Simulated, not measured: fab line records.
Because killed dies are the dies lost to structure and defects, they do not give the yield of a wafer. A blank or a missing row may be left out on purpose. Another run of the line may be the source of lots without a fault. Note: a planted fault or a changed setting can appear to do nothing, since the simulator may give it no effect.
Chamber matching	flow sky130	cmp-01 running SKY_VIA1_CMP_24: 4 sister chambers
The step polishes, stops on SiO2, t overpolish 15 s, target thk 0 nm. 8 wafers are shown with their chamber, then 7 later ones without.

WAFERS WITH THEIR CHAMBER
wafer	chamber	motor-current-A (A)	time-to-endpoint-s (s)
L429.3	3	12.1	69.6
L429.5	3	12.4	68.2
L431.1	2	12.6	66.8
L431.3	0	12.5	61.3
L435.5	1	12.1	67.5
L435.6	2	11.9	71.5
L441.1	1	11.8	65.0
L441.2	0	12.4	66.2

WAFERS MISSING THEIR CHAMBER
wafer	motor-current-A (A)	time-to-endpoint-s (s)
L441.5	13.1	69.7
L442.1	12.1	70.2
L442.4	12.1	64.6
L442.5	12.3	74.1
L445.3	12.9	68.0
L445.4	12.4	64.5
L445.6	12.7	70.6

WHICH CHAMBER EACH WENT THROUGH
wafer	from the rows above	in truth
L441.5	can't be placed: 2 or 3 or 0 or 1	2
L442.1	can't be placed: 2 or 3 or 1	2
L442.4	can't be placed: 1 or 0 or 3 or 2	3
L442.5	can't be placed: 2 or 3 or 1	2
L445.3	can't be placed: 0 or 3 or 2 or 1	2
L445.4	can't be placed: 0 or 1 or 3 or 2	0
L445.6	can't be placed: 2 or 3 or 0 or 1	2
0 of 7 placed correctly. Can't be placed from these rows: 7 (the true chamber is among the candidates in 7). Number placed wrongly: 0.
How it was worked out, from the rows above alone: a wafer's distance from a chamber is the root of the sum, over the readings, of the square of ((its reading less the chamber's mean) divided by the reading's scatter). The wafer belongs to the nearest chamber; if the next one is less than 2 further off, it can't be placed. The mean given for a chamber averages the wafers shown for that chamber. The scatter is the square root of a quotient: the sum, over the shown wafers, of each reading's squared deviation from its chamber's mean, divided by wafers minus chambers.
